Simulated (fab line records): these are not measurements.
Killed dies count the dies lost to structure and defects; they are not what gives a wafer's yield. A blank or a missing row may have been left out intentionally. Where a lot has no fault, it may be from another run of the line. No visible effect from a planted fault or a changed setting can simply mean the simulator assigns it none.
A struck lot beside a sound one || flow sky130 || 15 steps out of a route of 708
Sound: wafers L327.3, L327.4, L327.6. Struck: wafers L339.2, L339.4 (left out: L339.6, a lot-mate that was not struck); the cause follows at the end.
Order at every step that has rows: each side's tool, ch and its chambers, its first start. Under that, the readings that differ: sound wafers || struck wafers || difference of the means || sigmas: that difference in standard deviations of wafers without a fault.
alike: readings whose means differ by less than 2 such deviations, and words and numbers that are the same on both sides. not compared: withheld readings, readings that some wafer has no value for, bounds like >300 that may hide the same value, and numbers for which the record gives no deviation and whose values overlap.
Wherever a step has rows on one side only, a row that says differs or no value, or a row with sigmas, the two part there. When numbers do not overlap yet have no deviation, they are printed without sigmas and do not part them. A reading that every wafer of one side lacks parts them only if that side has two wafers or more.

first, 3 steps without rows for these wafers: SKY_METAL1_EXPOSE_12 (exposes mask MM1, target cd 140 nm); SKY_METAL1_PEB_13; SKY_METAL1_DEVELOP_14 (develop time 60 s).
SKY_METAL1_CD_MEAS_15 targets a cd of 140 nm.
  sound on cdSem-02, day 33 03:23; struck on cdSem-02, day 37 04:22
  alike: cdNm
SKY_METAL1_OVL_MEAS_16:
  sound on overlay-01, day 33 03:29; struck on overlay-02, day 37 04:28
  alike: METAL1_OVL
SKY_METAL1_DESCUM_17: chemistry O2, time 8 s.
  sound on rieMetal-01 ch 0,1, day 33 03:31; struck on rieMetal-01 ch 0, day 37 04:31
  alike: drypumpMotorCurrentA, oesProductAu
  not compared: rfHoursCounterH
SKY_METAL1_ETCH_18: etches BARC in N2/H2, stops on SiO2, time 45.9 s, target depth 60 nm.
  sound on rieMetal-01 ch 0,1, day 33 03:33; struck on rieMetal-01 ch 0, day 37 04:35
  alike: drypumpMotorCurrentA, oesProductAu, throttleValvePct
  not compared: rfHoursCounterH
SKY_METAL1_METAL_ETCH_19: etches the open film in Cl2/BCl3, stops on SiO2, target depth 360 nm, time 78 s.
  sound on rieMetal-01 ch 0,1, day 33 03:38; struck on rieMetal-01 ch 0, day 37 04:43
  alike: bcl3FlowSccm, drypumpMotorCurrentA, oesProductAu, throttleValvePct
  not compared: rfHoursCounterH
SKY_METAL1_STRIP_20: strips in O2/N2.
  sound on plasmaAsher-03 ch 0,1, day 33 03:43; struck on plasmaAsher-04 ch 1, day 37 04:52
  alike: drypumpMotorCurrentA, oesProductAu, stripTimeToEndpointS
  not compared: rfHoursCounterH
then, 3 steps without rows for these wafers: SKY_METAL1_STRIP_21 (strips in post etch residue remover, time 1200 s); SKY_METAL1_CLEAN_22 (cleans in IPA, time 180 s); SKY_METAL1_CLEAN_23 (cleans in O3/DIW).
SKY_VIA1_HDPCVD_00: deposits SiO2, target thk 1030 nm, time 171.7 s.
  sound on hdpcvd-01 ch 0,1, day 33 04:17; struck on hdpcvd-01 ch 1, day 37 05:31
{"reading": "sih4FlowSccm (sccm)", "sound": "60.11 59.94 59.98", "struck": "51.13 51.18", "difference": -8.85, "sigmas": -52}
{"reading": "model.SiO2_of_VIA1_HDPCVD_00.thkNm (nm)", "sound": "1035 1015 1028", "struck": "884.8 882.5", "difference": -142.4, "sigmas": ""}
SKY_VIA1_THK_MEAS_01:
  sound on filmMetro-01, day 33 04:25; struck on filmMetro-04, day 37 05:38
{"reading": "VIA1_HDPCVD_THK (nm)", "sound": "1035 1016 1028", "struck": "885 883", "difference": -142, "sigmas": -15}
SKY_VIA1_CMP_02: polishes SiO2.
  sound on cmp-02 ch 1,3, day 33 04:30; struck on cmp-01 ch 0,1, day 37 05:44
  alike: motorCurrentA, retainingRingPressureFrac

## WHERE THEY PART
Earliest at SKY_VIA1_HDPCVD_00; latest, in this record, at SKY_VIA1_THK_MEAS_01. Later steps at which nothing parts them and some readings are alike: SKY_VIA1_CMP_02.

WHY: what the simulator had put in
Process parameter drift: hdpcvd-01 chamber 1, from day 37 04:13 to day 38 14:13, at SKY_VIA1_HDPCVD_00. Setting sih4FlowSccm, moved by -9, from 60. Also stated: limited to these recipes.
